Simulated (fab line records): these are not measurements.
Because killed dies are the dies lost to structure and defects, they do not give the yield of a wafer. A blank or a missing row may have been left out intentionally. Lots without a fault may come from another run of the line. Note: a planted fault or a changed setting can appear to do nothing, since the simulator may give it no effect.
A struck lot beside a sound one + flow sky130 + 14 out of 708 route steps
Sound: these wafers, L827.1, L827.5, L827.6. The struck wafers were L834.2, L834.5, L834.6. The cause is given at the end.
Per side, at each step with rows, come the tool, then ch with its chambers, and then its first start. Under that, the readings that differ: sound wafers + struck wafers + difference of the means + sigmas: that difference in standard deviations of wafers without a fault.
alike: readings whose means differ by less than 2 such deviations, and words and numbers that are the same on both sides. not compared: withheld readings, readings that some wafer has no value for, bounds like >300 that may hide the same value, and numbers for which the record gives no deviation and whose values overlap.
Wherever a step has rows on one side only, a row that says differs or no value, or a row with sigmas, the two part there. Numbers that have no deviation but don't overlap get no sigmas and don't part them. Lack of a reading on every wafer of one side parts them only where that side has two or more wafers.

first, 5 steps without rows for these wafers: SKY_SD_N_COAT_02 (resist thk 1140 nm); SKY_SD_N_SOFTBAKE_03 (time 60 s); SKY_SD_N_EXPOSE_04 (exposes mask NSDM, target cd 380 nm); SKY_SD_N_PEB_05; SKY_SD_N_DEVELOP_06 (develop time 60 s).
SKY_SD_N_CD_MEAS_07: the cd target is 380 nm.
  sound on cd-sem-02 at day 27 16:52; struck on cd-sem-01 at day 30 09:32
| reading    | sound             | struck            | difference | sigmas |
|------------|-------------------|-------------------|------------|--------|
| cd-nm (nm) | 382.8 382.7 382.3 | 376.8 375.7 377.0 | -6.1       | -3     |
SKY_SD_N_OVL_MEAS_08:
  sound on overlay-01 at day 27 16:59; struck on overlay-01 at day 30 09:38
  alike: SD_N_OVL
then, 2 steps without rows for these wafers: SKY_SD_N_IMPLANT_09; SKY_SD_N_IMPLANT_10.
SKY_SD_N_STRIP_11: strips in O2/N2.
  sound on plasma-asher-02 ch 0,1, day 27 17:19; struck on plasma-asher-03 ch 0,1, day 30 09:58
  alike: drypump-motor-current-A, oes-product-au, strip-time-to-endpoint-s
  not compared: rf-hours-counter-h
SKY_SD_N_TW_MEAS_12:
  sound on film-metro-02 at day 27 17:25; struck on film-metro-01 at day 30 10:05
| reading | sound          | struck         | difference | sigmas |
|---------|----------------|----------------|------------|--------|
| SD_N_TW | 4102 4093 4094 | 3945 3962 3950 | -144       | -2     |
then, 1 step without rows for these wafers: SKY_SD_N_CLEAN_13 (cleans in SC1/SC2, time 150 s).
SKY_SD_N_RTA_14: time 2 s.
  sound on rtp-anneal-02 ch 0, day 27 17:32; struck on rtp-anneal-01 ch 0, day 30 10:11
| reading         | sound                | struck               | difference | sigmas      |
|-----------------|----------------------|----------------------|------------|-------------|
| ramp-up-c-per-s | 150.00 150.01 150.00 | 45.043 45.015 44.950 | -105.001   | -99 or more |
  alike: chamber-o2-ppm, lamp-power-pct, wafer_temp_C_max
-- a jump in the record: the struck wafers' starts before and after are 17 days apart (it breaks off in module SD_N and resumes in module PAD_OPEN, where the first step shown is number 708 of the route) --
SKY_PAD_OPEN_PROBE_99:
  sound on prober-01 at day 45 16:26; struck on prober-02 at day 47 15:09
| reading                              | sound             | struck            | difference | sigmas |
|--------------------------------------|-------------------|-------------------|------------|--------|
| model.etest.res-xhigh-po.line-ohm-um | 5807 5976 5780    | 5469 5276 5514    | -435       |        |
| model.etest.res-xhigh-po.rs-ohm-sq   | 2016 2088 2001    | 1910 1865 1919    | -137       |        |
| model.etest.res-pdiff.line-ohm-um    | 1418 1375 1371    | 1348 1344 1323    | -50        |        |
| model.etest.res-high-po.line-ohm-um  | 736.8 753.7 734.5 | 705.7 693.4 709.5 | -38.8      |        |
| model.etest.licon-high-po.rc-ohm     | 358.7 354.1 359.2 | 315.5 316.6 317   | -41.0      |        |
| model.etest.res-high-po.rs-ohm-sq    | 257.7 261.1 253.4 | 241.3 240.5 244   | -15.5      |        |
| model.etest.res-pdiff-hv.rs-ohm-sq   | 190.8 191.9 191   | 182.9 183.1 182.5 | -8.4       |        |
| model.etest.res-pdiff.rs-ohm-sq      | 196.6 200.6 198.7 | 190.7 187.8 190.1 | -9.1       |        |
  alike: killed_at_M0_to_M3, killed_at_M4_up, killed-at-contacts, killed-at-front-end, killed-at-other, killed-dies, killed-open, killed-short

## WHERE THEY PART
First at SKY_SD_N_CD_MEAS_07; last, within this record, at SKY_SD_N_RTA_14. Later steps at which nothing parts them and some readings are alike: SKY_PAD_OPEN_PROBE_99.

WHY: what the simulator had put in
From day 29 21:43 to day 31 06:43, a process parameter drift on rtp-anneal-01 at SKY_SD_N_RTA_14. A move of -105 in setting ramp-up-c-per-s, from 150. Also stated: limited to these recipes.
